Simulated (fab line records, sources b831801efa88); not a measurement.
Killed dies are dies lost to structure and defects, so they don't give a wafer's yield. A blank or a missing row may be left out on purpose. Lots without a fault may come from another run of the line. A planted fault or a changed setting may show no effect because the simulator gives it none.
Which tool did it? | flow gf180mcu | 6 lots, 18 wafers sampled, at 1 step of a route of 602

WHAT THE GAUGES READ, wafer by wafer
GF_CONTACT_OVL_MEAS_15.
lot  | measured     | on         | CONTACT_OVL (nm)
L147 | day 16 20:55 | overlay-01 | -5 1 -4
L150 | day 18 00:01 | overlay-01 | 1 -3 -1
L153 | day 19 00:21 | overlay-02 | 0 3 3
L156 | day 20 07:48 | overlay-02 | 1 3 2
L160 | day 21 12:49 | overlay-02 | -9 -7 -7
L167 | day 23 20:52 | overlay-02 | -2 7 7

WHICH TOOL RAN EACH LOT (tool, then ch and the chambers of the sampled wafers, then the start)
The record holds no process step before these readings.

THE ANSWER, worked out from the rows above alone
Rule: what is usual is taken from the lots themselves. Put in order of their means at a reading, lots are off if they are a third of the lots or fewer, leave a main group of 4 or more, and stand apart from it by a gap of 3 or more times the standard deviation of the main group's means; of several such gaps the widest counts. A main group whose means are all the same, to the digits that the tables above print for the reading, isn't used. A lot without any number at a reading at which 4 lots or more have one is off too. The other lots that the step has rows for count as sound.
No lot is off at any reading shown: from this, nothing can be told.

WHAT THE SIMULATOR HAD PUT IN
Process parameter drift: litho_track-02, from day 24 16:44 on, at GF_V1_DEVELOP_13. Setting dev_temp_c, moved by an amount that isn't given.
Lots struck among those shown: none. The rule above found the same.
